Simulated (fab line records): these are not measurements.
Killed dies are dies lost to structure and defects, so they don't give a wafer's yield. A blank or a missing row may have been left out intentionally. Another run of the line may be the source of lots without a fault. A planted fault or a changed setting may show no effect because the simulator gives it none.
A struck lot beside a sound one    flow sky130    15 steps out of a route of 708
Sound: these wafers, L122.1, L122.4, L122.6. Wafers struck: L111.1, L111.2, L111.6. The cause is given at the end.
Order at every step that has rows: each side's tool, ch and its chambers, its first start. Under that, the readings that differ: sound wafers    struck wafers    difference of the means    sigmas: that difference in standard deviations of wafers without a fault.
alike: words and numbers the same on both sides, and readings whose means are apart by under 2 such deviations; not compared: readings that were withheld, readings missing a value for some wafer, numbers with overlapping values and no deviation given by the record, and bounds like >300 which may hide the same value.
Wherever a step has rows on one side only, a row that says differs or no value, or a row with sigmas, the two part there. When numbers do not overlap yet have no deviation, they are printed without sigmas and do not part them. A reading missing from all wafers of one side parts the sides only when that side holds two or more wafers.

SKY_POLY_CUT_ETCH_10: etches BARC in N2/H2, stops on SiO2, time 45.9 s, target depth 60 nm.
  sound on rie diel-01 ch 2,3, day 29 17:06; struck on rie diel-01 ch 1,2,3, day 26 19:03
  alike: drypump motor current A, oes product au, throttle valve pct
  not compared: rf hours counter h
SKY_POLY_CUT_ETCH_11: etches Si3N4 in CF4/CH2F2/Ar, stops on poly-Si, time 42.5 s, target depth 60 nm.
  sound on rie diel-01 ch 2,3, day 29 17:09; struck on rie diel-01 ch 1,2,3, day 26 19:06
  alike: drypump motor current A, oes product au, throttle valve pct
  not compared: rf hours counter h
SKY_POLY_CUT_STRIP_12: strips in O2/N2.
  sound on plasma asher-03 ch 0,1, day 29 17:11; struck on plasma asher-03 ch 0,1, day 26 19:08
  alike: drypump motor current A, oes product au, strip time to endpoint s
  not compared: rf hours counter h
then, 7 steps without rows for these wafers: SKY_SD_P_DEHYDRATE_00 (time 60 s); SKY_SD_P_HMDS_01 (prime time 60 s); SKY_SD_P_COAT_02 (resist thk 1140 nm); SKY_SD_P_SOFTBAKE_03 (time 60 s); SKY_SD_P_EXPOSE_04 (exposes mask PSDM, target cd 380 nm); SKY_SD_P_PEB_05; SKY_SD_P_DEVELOP_06 (develop time 60 s).
SKY_SD_P_CD_MEAS_07: the cd target is 380 nm.
  sound: cd sem-02 at day 30 21:20; struck: cd sem-02 at day 28 00:25
  alike: cd nm
SKY_SD_P_OVL_MEAS_08:
  sound: overlay-02 at day 30 21:28; struck: overlay-01 at day 28 00:32
  alike: SD_P_OVL
SKY_SD_P_IMPLANT_09:
  sound on implanter-04 ch 0, day 30 21:29; struck on implanter-04 ch 0, day 28 00:34
reading        sound                          struck                        difference  sigmas
dose ions cm2  2.999e+15 3.002e+15 3.002e+15  3.078e+15 3.08e+15 3.072e+15  +7.567e+13  +24
  alike: beam energy keV, end station pressure torr
SKY_SD_P_STRIP_10: strips in O2/N2.
  sound on plasma asher-02 ch 0,1, day 30 21:38; struck on plasma asher-04 ch 0,1, day 28 00:43
reading                       sound              struck             difference  sigmas
strip time to endpoint s (s)  17.43 17.46 17.51  17.54 17.61 17.51  +0.09       +3
  alike: drypump motor current A, oes product au
  not compared: rf hours counter h
-- a jump in the record: the struck wafers' starts before and after are 20 days apart (it breaks off in module SD_P and resumes in module PAD_OPEN, where the first step shown is number 708 of the route) --
SKY_PAD_OPEN_PROBE_99:
  sound: prober-01 at day 49 12:46; struck: prober-01 at day 47 14:56
  alike: killed_at_M0_to_M3, killed_at_M4_up, killed at contacts, killed at front end, killed at other, killed dies, killed open, killed short

## WHERE THEY PART
Last at SKY_SD_P_STRIP_10 as far as this record goes, first at SKY_SD_P_IMPLANT_09. Later steps at which nothing parts them and some readings are alike: SKY_PAD_OPEN_PROBE_99.

WHY: the cause the simulator had injected
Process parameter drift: implanter-04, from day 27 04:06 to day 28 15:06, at SKY_SD_P_IMPLANT_09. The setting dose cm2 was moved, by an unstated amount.
